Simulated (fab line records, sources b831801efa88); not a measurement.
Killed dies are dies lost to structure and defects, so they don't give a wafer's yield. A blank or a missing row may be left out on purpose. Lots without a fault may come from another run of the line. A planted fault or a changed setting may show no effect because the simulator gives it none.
A struck lot beside a sound one | flow sky130 | 14 steps out of a route of 708
Sound: wafers L712.2, L712.3, L712.5. Struck: wafers L724.2, L724.3, L724.6. The cause comes at the end.
At each step with rows: each side's tool, then ch and its chambers, then its first start. Under that, the readings that differ: sound wafers | struck wafers | difference of the means | sigmas: that difference in standard deviations of wafers without a fault.
alike: readings whose means differ by less than 2 such deviations, and words and numbers that are the same on both sides. not compared: withheld readings, readings that some wafer has no value for, bounds like >300 that may hide the same value, and numbers for which the record gives no deviation and whose values overlap.
The two part at a step that has a row with sigmas, a row that says differs or no value, or rows on one side only. Numbers that don't overlap but have no deviation are shown without sigmas and don't part them. A reading that every wafer of one side lacks parts them only if that side has two wafers or more.

SKY_SONOS_ONO_OVL_MEAS_14:
  sound on overlay-02, day 12 20:49; struck on overlay-02, day 16 21:01
  alike: SONOS_ONO_OVL
SKY_SONOS_ONO_ETCH_15: etches the open film in CHF3/O2, target depth 19.52 nm, time 7.8 s.
  sound on rie_diel-04 ch 0,1,2, day 12 20:51; struck on rie_diel-01 ch 0,1, day 16 21:03
  alike: drypump_motor_current_A, oes_product_au, throttle_valve_pct
  not compared: rf_hours_counter_h
then, 1 step without rows for these wafers: SKY_SONOS_ONO_WET_ETCH_16 (etches SiO2 in dHF, target depth 14 nm, time 280 s).
SKY_SONOS_ONO_STRIP_17: strips in O2/N2.
  sound on plasma_asher-04 ch 0,1, day 12 20:58; struck on plasma_asher-03 ch 0,1, day 16 21:10
  alike: drypump_motor_current_A, o2_flow_sccm, oes_product_au, strip_time_to_endpoint_s
  not compared: rf_hours_counter_h
then, 3 steps without rows for these wafers: SKY_SONOS_ONO_WET_ETCH_18 (etches Si3N4 in H3PO4, target depth 15 nm, time 172 s); SKY_GATE_OXIDE_CLEAN_00 (cleans in SC1/SC2, time 150 s); SKY_GATE_OXIDE_OXIDATION_01 (stabilise 600 s, purge 300 s, target thk 10.268 nm).
SKY_GATE_OXIDE_THK_MEAS_02:
  sound on film_metro-04, day 13 00:59; struck on film_metro-04, day 16 22:53
  alike: GATE_OXIDE_OXIDATION_00_THK
then, 4 steps without rows for these wafers: SKY_GATE_OXIDE_DEHYDRATE_03 (time 60 s); SKY_GATE_OXIDE_HMDS_04 (prime time 60 s); SKY_GATE_OXIDE_COAT_05 (resist thk 1140 nm); SKY_GATE_OXIDE_SOFTBAKE_06 (time 60 s).
SKY_GATE_OXIDE_EXPOSE_07: exposes mask LVOM, target cd 600 nm.
  sound on iline_stepper-01 ch 0, day 13 13:47; struck on iline_stepper-01, day 17 13:13
  no value came back on the struck wafers for exposure_dose_mJ_cm2, focus_offset_nm (nm); on the sound wafers exposure_dose_mJ_cm2 reads 169.89 169.92 170.24
  alike: mask
then, 1 step without rows for these wafers: SKY_GATE_OXIDE_PEB_08.

WHERE THEY PART
Only at SKY_GATE_OXIDE_EXPOSE_07, within this record.

WHY: what the simulator had put in
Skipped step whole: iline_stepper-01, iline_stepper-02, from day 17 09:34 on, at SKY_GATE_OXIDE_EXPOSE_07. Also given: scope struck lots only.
